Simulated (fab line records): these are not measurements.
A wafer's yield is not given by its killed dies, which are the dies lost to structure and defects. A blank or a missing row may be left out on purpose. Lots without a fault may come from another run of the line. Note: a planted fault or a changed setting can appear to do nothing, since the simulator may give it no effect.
Chamber matching    flow sfq_line    SFQ_TRILAYER_I6_DEP_PECVD_165 on pecvd-01: 3 sister chambers
The step deposits SiO2 from SiH4/N2O, time 111.11 s, target thk 500 nm. 14 wafers are shown with their chamber, then 7 later ones without.

## WAFERS PAIRED WITH THEIR CHAMBERS
wafer   chamber  throttle_valve_pct (%)  rf_fwd_power_W (W)  heater_power_w (W)
L609.2  1        24.6                    183.7               87
L609.3  2        22.1                    183.9               86
L609.5  1        24.6                    183.4               71
L611.1  1        24.4                    183.3               85
L611.3  2        22.0                    183.3               84
L611.6  2        22.2                    182.7               86
L612.1  2        22.3                    182.5               78
L612.2  1        24.6                    184.3               80
L612.6  0        23.8                    181.9               80
L625.2  2        22.3                    183.5               74
L625.3  1        25.1                    182.3               78
L625.4  1        24.9                    182.9               79
L627.1  1        24.6                    183.1               84
L627.2  0        23.6                    182.2               68

SIGNATURES (means of the wafers above)
reading             chamber 0  chamber 1  chamber 2  scatter within a chamber
throttle_valve_pct  23.700     24.686     22.180     0.195
rf_fwd_power_W      182.050    183.286    183.180    0.583
heater_power_w      74.00      80.57      81.60      5.73
Rule: distance of a wafer from a chamber = root of the sum over the readings of ((wafer's reading minus chamber's mean) / reading's scatter) squared. The wafer belongs to the nearest chamber; if the next one is less than 2 further off, it can't be placed. How the scatter is found: for the shown wafers, subtract from each reading the mean of its chamber, square and add these, divide the total by (wafers less chambers), then take the root.

## WAFERS WITHOUT THEIR CHAMBER
wafer   throttle_valve_pct (%)  rf_fwd_power_W (W)  heater_power_w (W)
L627.3  22.6                    182.7               81
L628.1  22.5                    183.0               83
L628.2  23.8                    182.4               83
L628.5  22.5                    182.2               85
L631.4  24.9                    183.3               72
L631.5  23.7                    182.9               69
L631.6  22.7                    182.4               86

## WHICH CHAMBER EACH ONE RAN IN
wafer   from the rows above  in truth
L627.3  2                    2
L628.1  2                    2
L628.2  0                    0
L628.5  2                    2
L631.4  1                    1
L631.5  0                    0
L631.6  2                    2
Correct placement for 7 of the 7. Left unplaced by these rows: 0. 0 placed wrongly.
